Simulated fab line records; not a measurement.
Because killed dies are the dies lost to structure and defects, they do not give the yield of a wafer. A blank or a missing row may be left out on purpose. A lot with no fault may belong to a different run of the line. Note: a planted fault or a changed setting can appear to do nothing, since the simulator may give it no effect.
A struck lot beside a sound one + flow gf180mcu + 23 out of 602 route steps
Sound: wafers L922.1, L922.2, L922.6. Struck: wafers L909.1, L909.4, L909.5. The cause is named last.
At each step with rows: each side's tool, then ch and its chambers, then its first start. Under that, the readings that differ: sound wafers + struck wafers + difference of the means + sigmas: that difference in standard deviations of wafers without a fault.
alike: same words and numbers on both sides, and readings whose means sit less than 2 such deviations apart. not compared: any withheld reading, any reading some wafer has no value for, any bound like >300 that may hide the same value, and any number with overlapping values for which the record gives no deviation.
A row with sigmas, a row that says differs or no value, or rows on one side alone: a step with any of these is where the two part. Numbers that have no deviation but don't overlap get no sigmas and don't part them. A reading missing from all wafers of one side parts the sides only when that side holds two or more wafers.

first, 8 steps without rows for these wafers: GF_DNWELL_DEHYDRATE_00 (time 60 s); GF_DNWELL_HMDS_01 (prime time 60 s); GF_DNWELL_COAT_02 (resist thk 3000 nm); GF_DNWELL_SOFTBAKE_03; GF_DNWELL_EXPOSE_04 (exposes mask DNWELL, target cd 1700 nm); GF_DNWELL_PEB_05; GF_DNWELL_DEVELOP_06 (develop time 60 s); GF_DNWELL_IMPLANT_07.
GF_DNWELL_STRIP_08: strips in O2/N2.
  sound on plasma-asher-03 ch 0,1, day 7 11:32; struck on plasma-asher-02 ch 0,1, day 4 13:32
| reading                      | sound             | struck            | difference | sigmas |
|------------------------------|-------------------|-------------------|------------|--------|
| heater-power-w (W)           | 324 436 445       | 284 342 284       | -98        | -2     |
| strip-time-to-endpoint-s (s) | 36.86 36.83 36.80 | 37.09 37.06 37.09 | +0.25      | +3     |
  alike: chamber-pressure-mTorr, drypump-motor-current-A, oes-product-au, platen-temp-c
  not compared: rf-hours-counter-h
GF_DNWELL_TW_MEAS_09:
  sound: film-metro-02 at day 7 11:37; struck: film-metro-02 at day 4 13:38
  alike: DNWELL_TW
then, 2 steps without rows for these wafers: GF_NWELL_DEHYDRATE_00 (time 60 s); GF_NWELL_HMDS_01 (prime time 60 s).
GF_NWELL_COAT_02: resist thk 3000 nm.
  sound on litho-track-02 ch 0, day 7 18:46; struck on litho-track-04 ch 0, day 4 19:43
| reading                                 | sound          | struck         | difference | sigmas |
|-----------------------------------------|----------------|----------------|------------|--------|
| model.coat_of_NWELL_COAT_02.thk-nm (nm) | 3004 3001 3007 | 1868 1867 1869 | -1136      |        |
  alike: dispense-pressure-kPa
then, 3 steps without rows for these wafers: GF_NWELL_SOFTBAKE_03; GF_NWELL_EXPOSE_04 (exposes mask Nwell, target cd 860 nm); GF_NWELL_PEB_05.
GF_NWELL_DEVELOP_06: develop time 60 s.
  sound on litho-track-02 ch 0; struck on litho-track-02 ch 0
| reading                                 | sound          | struck         | difference | sigmas |
|-----------------------------------------|----------------|----------------|------------|--------|
| model.coat_of_NWELL_COAT_02.thk-nm (nm) | 3003 3000 3006 | 1867 1866 1868 | -1136      |        |
GF_NWELL_OVL_MEAS_07:
  sound: overlay-02 at day 8 03:25; struck: overlay-02 at day 5 03:07
  alike: NWELL_OVL
then, 2 steps without rows for these wafers: GF_NWELL_IMPLANT_08; GF_NWELL_IMPLANT_09.
GF_NWELL_STRIP_10: strips in O2/N2.
  sound on plasma-asher-04 ch 0,1, day 8 03:45; struck on plasma-asher-04 ch 0,1, day 5 03:27
| reading                      | sound             | struck            | difference | sigmas      |
|------------------------------|-------------------|-------------------|------------|-------------|
| strip-time-to-endpoint-s (s) | 36.99 36.97 37.05 | 23.84 23.81 23.86 | -13.17     | -99 or more |
  alike: chamber-pressure-mTorr, drypump-motor-current-A, heater-power-w, oes-product-au, platen-temp-c
  not compared: rf-hours-counter-h
GF_NWELL_TW_MEAS_11:
  sound: film-metro-04 at day 8 03:51; struck: film-metro-01 at day 5 03:33
  alike: NWELL_TW
-- the record jumps here: 27 days lie between the struck wafers' starts before and after (it left off in module NWELL and takes up again in module PASSIVATION, whose first step shown is number 602 of the route) --
GF_PASSIVATION_PROBE_99:
  sound: prober-01 at day 34 10:28; struck: prober-01 at day 31 18:11
| reading                                   | sound                         | struck                        | difference | sigmas |
|-------------------------------------------|-------------------------------|-------------------------------|------------|--------|
| model.etest.pwell-in-dnwell.line-ohm-um   | 3988 3799 3766                | 4869 4894 4714                | +975       |        |
| model.etest.ldpmos_10p0.r-on-ohm-um       | 1.117e+04 1.103e+04 1.092e+04 | 1.134e+04 1.134e+04 1.133e+04 | +2.967e+02 |        |
| model.etest.pwell-in-dnwell.width-nm (nm) | 596.3 596.1 594.5             | 486.9 485.7 488.1             | -108.7     |        |
| model.etest.nwell.line-ohm-um             | 1209 1169 1140                | 1115 1112 1073                | -73        |        |
| model.etest.nwell.width-nm (nm)           | 861.5 857.2 866.7             | 907.3 907.4 902.1             | +43.8      |        |

## WHERE THEY PART
At GF_DNWELL_STRIP_08 first; at GF_NWELL_STRIP_10 last (within this record only). Later steps at which nothing parts them and some readings are alike: GF_NWELL_TW_MEAS_11.

WHY: the cause the simulator had injected
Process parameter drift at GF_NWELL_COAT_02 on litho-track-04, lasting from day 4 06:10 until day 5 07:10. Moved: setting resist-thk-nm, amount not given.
